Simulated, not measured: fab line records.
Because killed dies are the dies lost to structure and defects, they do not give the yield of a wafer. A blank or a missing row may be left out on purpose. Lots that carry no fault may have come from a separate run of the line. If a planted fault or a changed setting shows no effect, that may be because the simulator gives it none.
Struck lot and sound lot, side by side ; flow sky130 ; 18 out of 708 route steps
Sound: wafers L355.1, L355.4, L355.5. Wafers L375.2, L375.3, L375.6 were the ones struck. At the end, the cause is stated.
Per side, at each step with rows, come the tool, then ch with its chambers, and then its first start. Under that, the readings that differ: sound wafers ; struck wafers ; difference of the means ; sigmas: that difference in standard deviations of wafers without a fault.
alike: same words and numbers on both sides, and readings whose means sit less than 2 such deviations apart. not compared: any withheld reading, any reading some wafer has no value for, any bound like >300 that may hide the same value, and any number with overlapping values for which the record gives no deviation.
A row with sigmas, a row that says differs or no value, or rows on one side alone: a step with any of these is where the two part. When numbers do not overlap yet have no deviation, they are printed without sigmas and do not part them. Lack of a reading on every wafer of one side parts them only where that side has two or more wafers.

first, 3 steps without rows for these wafers: SKY_LI_CONTACT_EXPOSE_09 (exposes mask LICM1, target cd 170 nm); SKY_LI_CONTACT_PEB_10; SKY_LI_CONTACT_DEVELOP_11 (develop time 60 s).
SKY_LI_CONTACT_CD_MEAS_12: the cd target is 170 nm.
  struck on cd sem-02, day 35 23:08; sound on cd sem-02, day 29 11:34
  alike: cd nm
SKY_LI_CONTACT_OVL_MEAS_13:
  struck on overlay-01, day 35 23:14; sound on overlay-02, day 29 11:41
  alike: LI_CONTACT_OVL
then, 1 step without rows for these wafers: SKY_LI_CONTACT_ETCH_14 (etches BARC in N2/H2, stops on SiO2, time 45.9 s, target depth 60 nm).
SKY_LI_CONTACT_ETCH_15: etches PSG in C4F8/O2/Ar, stops on Si, target depth 600 nm.
  sound on rie diel-02 ch 0,2, day 29 11:46; struck on rie diel-02 ch 0,1, day 35 23:19
  alike: chamber pressure mTorr, oes product au
SKY_LI_CONTACT_STRIP_16: strips in O2/N2.
  sound on plasma asher-02 ch 0,1, day 29 11:50; struck on plasma asher-04 ch 0,1, day 35 23:24
  alike: chamber pressure mTorr, drypump motor current A, oes product au, strip time to endpoint s
  not compared: rf hours counter h
then, 2 steps without rows for these wafers: SKY_LI_CONTACT_CLEAN_17 (cleans in NMP, time 600 s); SKY_LI_CONTACT_PRE_CLEAN_18 (time 5.6 s).
SKY_LI_CONTACT_SPUTTER_19: material Ti, target thk 20 nm, time 106.37 s.
  struck on pvd sputter-03, day 35 23:41; sound on pvd sputter-03, day 29 12:08
  alike: throttle valve pct
SKY_LI_CONTACT_SPUTTER_20: material TiN, target thk 20 nm, time 80 s.
  struck on pvd sputter-03, day 35 23:46; sound on pvd sputter-03, day 29 12:13
  alike: throttle valve pct
SKY_LI_CONTACT_CVD_21: deposits W, target thk 400 nm, time 120.56 s.
  sound on cvd w-01 ch 0,1, day 29 12:17; struck on cvd w-01 ch 1, day 35 23:50
reading;sound;struck;difference;sigmas
model.W_of_LI_CONTACT_CVD_21.thk nm (nm);408.2 411.6 408.7;586.4 585.7 582.7;+175.4;
  alike: heater power w
SKY_LI_CONTACT_RS_MEAS_22: a four-point-probe measurement.
  struck on film metro-01, day 35 23:58; sound on film metro-02, day 29 12:24
reading;sound;struck;difference;sigmas
LI_CONTACT_W_RS (ohm/sq);0.279 0.277 0.279;0.194 0.194 0.196;-0.084;-25
SKY_LI_CONTACT_THK_MEAS_23: measures by xrf.
  struck on film metro-01, day 36 00:05; sound on film metro-02, day 29 12:31
reading;sound;struck;difference;sigmas
LI_CONTACT_W_THK (nm);419 423 421;- - -;no value on the struck wafers;
SKY_LI_CONTACT_CMP_24: polishes, stops on PSG, t overpolish 20 s, target thk 0 nm.
  sound on cmp-01 ch 0,1, day 29 12:35; struck on cmp-02 ch 0,2,3, day 36 00:11
reading;sound;struck;difference;sigmas
head pressure psi (psi);3.493 3.486 3.488;3.495 3.503 3.511;+0.014;+2
time to endpoint s (s);99 101 102;142 141 136;+39;+11
  alike: motor current A
SKY_LOCAL_INTERCONNECT_SPUTTER_00: material TiN, target thk 100 nm, time 83.3 s.
  struck on pvd sputter-01, day 36 00:26; sound on pvd sputter-04, day 29 12:53
  alike: throttle valve pct
SKY_PAD_OPEN_PROBE_99:
  the record has rows for the sound wafers here (prober-01, day 45 20:49) and none for the struck ones

## WHERE THEY PART
At SKY_LI_CONTACT_RS_MEAS_22 first; at SKY_PAD_OPEN_PROBE_99 last (within this record only).

WHY: the cause the simulator had injected
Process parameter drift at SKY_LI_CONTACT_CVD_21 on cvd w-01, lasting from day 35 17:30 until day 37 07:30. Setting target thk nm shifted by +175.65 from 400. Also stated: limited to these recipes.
